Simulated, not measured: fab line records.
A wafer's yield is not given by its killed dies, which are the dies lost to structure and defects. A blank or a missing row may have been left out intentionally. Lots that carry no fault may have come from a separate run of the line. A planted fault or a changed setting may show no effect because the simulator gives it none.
fab line records ; flow sky130
record lots=5; wafers=15; last_day=49
route steps=708 shown SD_P@323 RES_XHIGH@332
lots with no fault: from the same line, run without faults
start_h: hours from the record's first day to the start of the lot's first wafer shown ; wait_h: hours from the lot's prior step to this one ; " unchanged from the row above ; L1.1+2: one row covering several wafers at once ; - value missing, or start not given ; * or withheld: withheld ; < > ~ a bound
route shown NAME@n: NAME is a module with steps in the file, n the number in the route of the first one ; usual: mean/standard deviation of fault-free wafers ; same: alike in all rows ; chamber/n: place in a boat ; sites: per-site readings ; _std_site: standard deviation across them ; _edge_site: the outer-site mean with the inner-site mean subtracted ; radius_mm: how far each site lies from the wafer's centre ; mask NAME#n: copy n ; behind: the tool/chamber that last shaped the wafer ; hold: the reason the lot was held/the length of the hold in hours/how it ended ; device: the n, p or np transistor that did not switch ; end of line: at the end of the route, the tests of the same wafers ; a step without rows: its recipe alone ; killed: the dies lost at the first sort to structure and to defects; this is not the yield of the wafer ; map: a wafer's dies, x killed, . not, _ none there
set.NAME: the setting that was run; set.NAME@STEP: the one run at that earlier step ; model.NAME: the simulator's own value behind a step, which no gauge read
a table for each step, a row for each wafer; lots at some steps of the route
services: the hour from which a tool's chamber was out of use, counted from the record's first day as start_h (under 0 if before that day), plus the number of hours and why
## steps
# step SKY_SD_P_SOFTBAKE_03
# recipe temp_c=90; time_s=60; resist=NOVOLAK
lot.wafer;tool;chamber;start_h;wait_h
L078.3+4+6;litho_track-04;0;614.72;0.1
L084.1+2+5;litho_track-02;0;657.53;0.1
L085.2+4+6;litho_track-03;0;666.39;0.1
L088.1+3+6;litho_track-03;0;689.17;0.1
L092.1+2+5;litho_track-02;0;724.03;0.1
# step SKY_SD_P_EXPOSE_04
# recipe mask_id=PSDM; na=0.6; source_shape=conventional; sigma_outer=0.6; polarization=unpolarized; target_cd_nm=380; dose_mj=138
lot.wafer;tool;chamber;start_h;wait_h;mask
L078.3+4+6;iline_stepper-02;0;-;-;PSDM#0
L084.1+2+5;iline_stepper-01;0;-;-;PSDM#0
L085.2+4+6;iline_stepper-01;0;-;-;PSDM#0
L088.1+3+6;iline_stepper-01;0;-;-;PSDM#0
L092.1+2+5;iline_stepper-02;0;-;-;PSDM#0
# step SKY_SD_P_PEB_05
# recipe temp_c=withheld; time_s=*; resist=NOVOLAK
lot.wafer;tool;chamber;start_h;wait_h
L078.3+4+6;litho_track-02;0;-;-
L084.1+2+5;litho_track-04;0;-;-
L085.2+4+6;litho_track-03;0;-;-
L088.1+3+6;litho_track-02;0;-;-
L092.1+2+5;litho_track-04;0;-;-
# step SKY_SD_P_DEVELOP_06
# recipe resist=NOVOLAK; developer=TMAH; develop_time_s=60; dev_temp_c=23
lot.wafer;tool;chamber;start_h;wait_h
L078.3+4+6;litho_track-02;0;629.58;0.1
L084.1+2+5;litho_track-04;0;671.77;0.1
L085.2+4+6;litho_track-03;0;679.74;0.1
L088.1+3+6;litho_track-02;0;703.13;0.1
L092.1+2+5;litho_track-04;0;737.22;0.1
# step SKY_SD_P_CD_MEAS_07
# recipe target_cd_nm=380
# usual cd_nm=380.4/2.5
lot.wafer;tool;chamber;start_h;wait_h;cd_nm
L078.3;cd_sem-01;-;629.72;0.1;383.4
L078.4;cd_sem-01;-;629.72;0.1;383.4
L078.6;cd_sem-01;-;629.72;0.1;385.3
L084.1;cd_sem-01;-;671.99;0.2;378.8
L084.2;cd_sem-01;-;671.99;0.2;377.4
L084.5;cd_sem-01;-;671.99;0.2;377.4
L085.2;cd_sem-02;-;679.89;0.1;379.4
L085.4;cd_sem-02;-;679.89;0.1;377.3
L085.6;cd_sem-02;-;679.89;0.1;379.2
L088.1;cd_sem-02;-;703.28;0.1;380.5
L088.3;cd_sem-02;-;703.28;0.1;380.8
L088.6;cd_sem-02;-;703.28;0.1;379.8
L092.1;cd_sem-02;-;737.37;0.1;383.1
L092.2;cd_sem-02;-;737.37;0.1;383.9
L092.5;cd_sem-02;-;737.37;0.1;383.6
# step SKY_SD_P_OVL_MEAS_08
# usual SD_P_OVL=-0.3/1.1
lot.wafer;tool;chamber;start_h;wait_h;SD_P_OVL[nm]
L078.3;overlay-01;-;629.81;0.1;-0.3
L078.4;overlay-01;-;629.81;0.1;-1.3
L078.6;overlay-01;-;629.81;0.1;1.1
L084.1;overlay-01;-;672.11;0.1;-1.4
L084.2;overlay-01;-;672.11;0.1;-0.4
L084.5;overlay-01;-;672.11;0.1;-2.6
L085.2;overlay-01;-;679.99;0.1;-1.4
L085.4;overlay-01;-;679.99;0.1;1.8
L085.6;overlay-01;-;679.99;0.1;0.3
L088.1;overlay-01;-;703.40;0.1;0.3
L088.3;overlay-01;-;703.40;0.1;-0.7
L088.6;overlay-01;-;703.40;0.1;1.1
L092.1;overlay-01;-;737.49;0.1;-0.6
L092.2;overlay-01;-;737.49;0.1;0.0
L092.5;overlay-01;-;737.49;0.1;-0.8
# step SKY_SD_P_IMPLANT_09
# recipe species=BF2; energy_kev=20; dose_cm2=3e+15; tilt_deg=0
lot.wafer;tool;chamber;start_h;wait_h
L078.3+4+6;implanter-03;0;629.89;0.1
L084.1+2+5;implanter-02;0;672.14;0.0
L085.2+4+6;implanter-02;0;680.05;0.0
L088.1+3+6;implanter-02;0;703.44;0.0
L092.1+2+5;implanter-04;0;737.52;0.0
# step SKY_SD_P_STRIP_10
# recipe chemistry=O2/N2; power_w=1400; pressure_mtorr=1500; platen_temp_c=withheld; o2_flow_sccm=3000; n2_flow_sccm=300; overash_fraction=0.5
# usual drypump_motor_current_A=5.7/0.56; oes_product_au=0.618/0.005; strip_time_to_endpoint_s=17.52/0.037
lot.wafer;tool;chamber;start_h;wait_h;drypump_motor_current_A;oes_product_au;rf_hours_counter_h;strip_time_to_endpoint_s
L078.3;plasma_asher-04;1;630.02;0.1;5.3;0.616;-;17.50
L078.4;plasma_asher-04;0;630.02;0.1;5.3;0.614;-;17.48
L078.6;plasma_asher-04;1;630.02;0.1;5.3;0.628;-;17.43
L084.1;plasma_asher-01;1;672.29;0.1;5.4;0.622;55;17.55
L084.2;plasma_asher-01;0;672.29;0.1;6.6;0.615;55;17.55
L084.5;plasma_asher-01;0;672.29;0.1;6.5;0.617;-;17.60
L085.2;plasma_asher-01;1;680.17;0.1;5.4;0.617;56;17.49
L085.4;plasma_asher-01;1;680.17;0.1;5.4;0.618;-;17.49
L085.6;plasma_asher-01;1;680.17;0.1;5.4;0.612;-;17.44
L088.1;plasma_asher-03;1;703.59;0.1;5.3;0.622;88;17.47
L088.3;plasma_asher-03;0;703.59;0.1;6.4;0.619;-;17.48
L088.6;plasma_asher-03;1;703.59;0.1;5.4;0.617;-;17.50
L092.1;plasma_asher-03;1;737.67;0.1;5.4;0.619;92;17.56
L092.2;plasma_asher-03;0;737.67;0.1;6.4;0.614;92;17.61
L092.5;plasma_asher-03;0;737.67;0.1;6.4;0.612;-;17.56
# step SKY_SD_P_TW_MEAS_11
# usual SD_P_TW=2817/18
lot.wafer;tool;chamber;start_h;wait_h;SD_P_TW
L078.3;film_metro-03;-;630.11;0.1;2854
L078.4;film_metro-03;-;630.11;0.1;2848
L078.6;film_metro-03;-;630.11;0.1;2858
L084.1;film_metro-02;-;672.39;0.1;2788
L084.2;film_metro-02;-;672.39;0.1;2796
L084.5;film_metro-02;-;672.39;0.1;2821
L085.2;film_metro-04;-;680.28;0.1;2800
L085.4;film_metro-04;-;680.28;0.1;2808
L085.6;film_metro-04;-;680.28;0.1;2794
L088.1;film_metro-03;-;703.69;0.1;2821
L088.3;film_metro-03;-;703.69;0.1;2807
L088.6;film_metro-03;-;703.69;0.1;2812
L092.1;film_metro-02;-;737.77;0.1;2833
L092.2;film_metro-02;-;737.77;0.1;2821
L092.5;film_metro-02;-;737.77;0.1;2828
# step SKY_RES_XHIGH_DEHYDRATE_00
# recipe temp_c=200; time_s=60
lot.wafer;tool;chamber;start_h;wait_h
L078.3+4+6;litho_track-01;0;643.76;13.6
L084.1+2+5;litho_track-02;0;686.33;13.9
L085.2+4+6;litho_track-02;0;694.15;13.9
L088.1+3+6;litho_track-01;0;717.36;13.7
L092.1+2+5;litho_track-04;0;751.22;13.4
# step SKY_RES_XHIGH_HMDS_01
# recipe prime_time_s=60; prime_temp_c=120
lot.wafer;tool;chamber;start_h;wait_h
L078.3+4+6;litho_track-01;0;643.91;0.1
L084.1+2+5;litho_track-02;0;686.48;0.1
L085.2+4+6;litho_track-02;0;694.30;0.1
L088.1+3+6;litho_track-01;0;717.51;0.1
L092.1+2+5;litho_track-04;0;751.37;0.1
# step SKY_RES_XHIGH_COAT_02
# recipe resist=NOVOLAK; spin_rpm=3000; resist_thk_nm=1140
lot.wafer;tool;chamber;start_h;wait_h
L078.3+4+6;litho_track-01;0;644.06;0.1
L084.1+2+5;litho_track-02;0;686.63;0.1
L085.2+4+6;litho_track-02;0;694.45;0.1
L088.1+3+6;litho_track-01;0;717.66;0.1
L092.1+2+5;litho_track-04;0;751.52;0.1
# step SKY_RES_XHIGH_SOFTBAKE_03
# recipe temp_c=90; time_s=60; resist=NOVOLAK
lot.wafer;tool;chamber;start_h;wait_h
L078.3+4+6;litho_track-01;0;644.21;0.1
L084.1+2+5;litho_track-02;0;686.78;0.1
L085.2+4+6;litho_track-02;0;694.60;0.1
L088.1+3+6;litho_track-01;0;717.81;0.1
L092.1+2+5;litho_track-04;0;751.67;0.1
# step SKY_RES_XHIGH_EXPOSE_04
# recipe mask_id=URPM; na=0.6; source_shape=conventional; sigma_outer=0.6; polarization=unpolarized; target_cd_nm=1270; dose_mj=140
lot.wafer;tool;chamber;start_h;wait_h;mask
L078.3+4+6;iline_stepper-01;0;-;-;URPM#0
L084.1+2+5;iline_stepper-02;0;-;-;URPM#0
L085.2+4+6;iline_stepper-02;0;-;-;URPM#0
L088.1+3+6;iline_stepper-01;0;-;-;URPM#0
L092.1+2+5;iline_stepper-01;0;-;-;URPM#0
# step SKY_RES_XHIGH_PEB_05
# recipe temp_c=withheld; time_s=*; resist=NOVOLAK
lot.wafer;tool;chamber;start_h;wait_h
L078.3+4+6;litho_track-01;0;-;-
L084.1+2+5;litho_track-02;0;-;-
L085.2+4+6;litho_track-04;0;-;-
L088.1+3+6;litho_track-01;0;-;-
L092.1+2+5;litho_track-04;0;-;-
# step SKY_RES_XHIGH_DEVELOP_06
# recipe resist=NOVOLAK; developer=TMAH; develop_time_s=60; dev_temp_c=23
lot.wafer;tool;chamber;start_h;wait_h
L078.3+4+6;litho_track-01;0;658.61;0.1
L084.1+2+5;litho_track-02;0;701.08;0.1
L085.2+4+6;litho_track-04;0;708.49;0.1
L088.1+3+6;litho_track-01;0;731.46;0.1
L092.1+2+5;litho_track-04;0;764.57;0.1
## services
tool;chamber;start_h;hours;kind
iline_stepper-01;-;599.42;4.0;repair
implanter-04;-;611.13;1.9;repair
iline_stepper-02;-;614.93;1.7;pm
implanter-03;-;617.57;1.5;repair
implanter-04;-;645.43;3.2;pm
iline_stepper-01;0;652.39;-;calibration
plasma_asher-04;-;654.46;0.6;repair
implanter-03;-;657.65;2.0;repair
implanter-04;-;661.03;4.9;repair
implanter-02;-;673.67;3.6;repair
implanter-02;-;681.64;1.1;repair
plasma_asher-04;-;702.76;2.8;pm
iline_stepper-02;0;703.76;-;calibration
implanter-02;-;708.19;5.0;repair
plasma_asher-01;-;719.23;14.6;pm
plasma_asher-04;-;733.75;9.0;pm
plasma_asher-01;-;733.80;2.8;pm
iline_stepper-01;-;734.66;2.1;pm
implanter-03;-;736.46;2.1;pm
iline_stepper-01;-;736.74;-;consumable_replace:lamp
iline_stepper-02;-;739.08;1.6;repair
implanter-03;-;740.51;6.1;repair
plasma_asher-04;-;750.63;6.0;repair
implanter-03;-;757.18;1.3;repair
## key
fault none
